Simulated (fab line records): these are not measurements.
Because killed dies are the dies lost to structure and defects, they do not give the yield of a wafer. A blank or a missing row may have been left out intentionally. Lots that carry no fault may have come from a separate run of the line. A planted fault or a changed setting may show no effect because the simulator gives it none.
Which tool is to blame? ; flow gf180mcu ; 36 wafers from 12 lots sampled at 4 of the route's 602 steps

== WHAT THE GAUGES READ, wafer by wafer ==
GF_M4_CD_MEAS_14: the cd target is 280 nm.
lot;measured;on;cd nm (nm)
L075;day 23 14:23;cd sem-02;279.1 280.6 280.3
L077;day 24 10:37;cd sem-02;278.8 278.6 278.7
L079;day 25 05:47;cd sem-02;277.6 278.5 277.4
L081;day 26 02:49;cd sem-01;282.7 282.4 282.0
L083;day 26 19:50;cd sem-01;279.7 281.4 279.4
L085;day 27 03:38;cd sem-02;281.5 280.9 280.8
L087;day 27 18:44;cd sem-01;279.0 279.2 279.0
L089;day 28 09:01;cd sem-02;278.4 277.9 280.3
L091;day 28 23:47;cd sem-01;281.4 282.4 280.9
L093;day 29 13:58;cd sem-02;279.2 279.3 279.4
L095;day 30 06:19;cd sem-02;281.0 279.6 281.6
L097;day 30 11:07;cd sem-02;282.1 282.1 281.8

== EACH LOT AND THE TOOL THAT RAN IT (in order: tool; ch and the chambers of the sampled wafers; start) ==
lot;GF_V1_STRIP_18;GF_M2_STRIP_17;GF_V2_CVD_23
L075;plasma asher-01 ch 0,1, day 18 08:37;plasma asher-04 ch 0,1, day 19 10:35;cvd w-01 ch 0,1, day 20 13:02
L077;plasma asher-03 ch 0,1, day 19 05:28;plasma asher-03 ch 0,1, day 20 07:38;cvd w-02 ch 0,1, day 21 10:26
L079;plasma asher-04 ch 0, day 20 02:36;plasma asher-03 ch 1, day 21 04:08;cvd w-01 ch 0,1, day 22 05:51
L081;plasma asher-04 ch 0,1, day 21 03:08;plasma asher-02 ch 0,1, day 22 03:52;cvd w-01 ch 0,1, day 23 04:54
L083;plasma asher-01 ch 0,1, day 21 20:21;plasma asher-02 ch 0,1, day 22 21:17;cvd w-02 ch 0,1, day 23 21:53
L085;plasma asher-03 ch 0,1, day 22 06:27;plasma asher-02 ch 0,1, day 23 06:44;cvd w-02 ch 0,1, day 24 07:37
L087;plasma asher-01 ch 0,1, day 22 22:56;plasma asher-04 ch 0,1, day 23 22:22;cvd w-01 ch 0,1, day 24 22:23
L089;plasma asher-04 ch 0,1, day 23 16:45;plasma asher-04 ch 0,1, day 24 16:34;cvd w-02 ch 1, day 25 16:37
L091;plasma asher-01 ch 0,1, day 24 10:34;plasma asher-03 ch 0,1, day 25 08:43;cvd w-01 ch 0,1, day 26 08:20
L093;plasma asher-03 ch 0,1, day 25 01:29;plasma asher-03 ch 0,1, day 26 00:38;cvd w-01 ch 0,1, day 26 23:35
L095;plasma asher-04 ch 0,1, day 25 22:01;plasma asher-03 ch 0, day 26 20:04;cvd w-02 ch 0, day 27 18:04
L097;plasma asher-03 ch 0,1, day 26 03:25;plasma asher-04 ch 0,1, day 27 01:12;cvd w-02 ch 0,1, day 27 22:53
- GF_V1_STRIP_18: strips in O2/N2.
- GF_M2_STRIP_17: strips in O2/N2.
- GF_V2_CVD_23: deposits W, target thk 350 nm, time 104.94 s.

== THE ANSWER, worked out from the rows above alone ==
Rule: the usual values come from the lots themselves. The widest of any qualifying gaps counts: lots, ordered by their means at a reading, are off when they make up no more than a third of the lots, leave a main group of 4 or more, and stand apart from it by 3 or more times the standard deviation of that group's means. A main group is skipped when, at the precision printed for the reading in the tables above, its means are all equal. Also off: a lot with no number at a reading for which 4 or more lots have one. The other lots that the step has rows for count as sound.
No lot is off at any reading shown: from this, nothing can be told.

== WHAT THE SIMULATOR HAD INSERTED ==
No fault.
